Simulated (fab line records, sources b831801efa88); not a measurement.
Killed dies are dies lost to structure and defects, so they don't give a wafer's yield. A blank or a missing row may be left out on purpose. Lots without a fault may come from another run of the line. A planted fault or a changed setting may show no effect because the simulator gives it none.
Which tool did it? | flow sky130 | 6 lots, 17 wafers sampled, at 1 step of a route of 708

WHAT THE GAUGES READ, wafer by wafer
SKY_SONOS_TUNNEL_OVL_MEAS_08.
lot  | measured     | on         | SONOS_TUNNEL_OVL (nm)
L262 | day 11 15:06 | overlay-01 | 2.3 1.2 -0.3
L265 | day 12 14:42 | overlay-02 | 2.6 1.3 0.3
L268 | day 13 12:47 | overlay-02 | 2.6 2.0 2.5
L272 | day 15 02:25 | overlay-02 | -0.3 1.2 0.0
L278 | day 17 02:32 | overlay-01 | 1.4 -2.0 -0.1
L283 | day 18 17:19 | overlay-01 | 0.0 1.1

WHICH TOOL RAN EACH LOT (tool, then ch and the chambers of the sampled wafers, then the start)
The record holds no process step before these readings.

THE ANSWER, worked out from the rows above alone
Rule: what is usual is taken from the lots themselves. Put in order of their means at a reading, lots are off if they are a third of the lots or fewer, leave a main group of 4 or more, and stand apart from it by a gap of 3 or more times the standard deviation of the main group's means; of several such gaps the widest counts. A main group whose means are all the same, to the digits that the tables above print for the reading, isn't used. A lot without any number at a reading at which 4 lots or more have one is off too. The other lots that the step has rows for count as sound.
No lot is off at any reading shown: from this, nothing can be told.

WHAT THE SIMULATOR HAD PUT IN
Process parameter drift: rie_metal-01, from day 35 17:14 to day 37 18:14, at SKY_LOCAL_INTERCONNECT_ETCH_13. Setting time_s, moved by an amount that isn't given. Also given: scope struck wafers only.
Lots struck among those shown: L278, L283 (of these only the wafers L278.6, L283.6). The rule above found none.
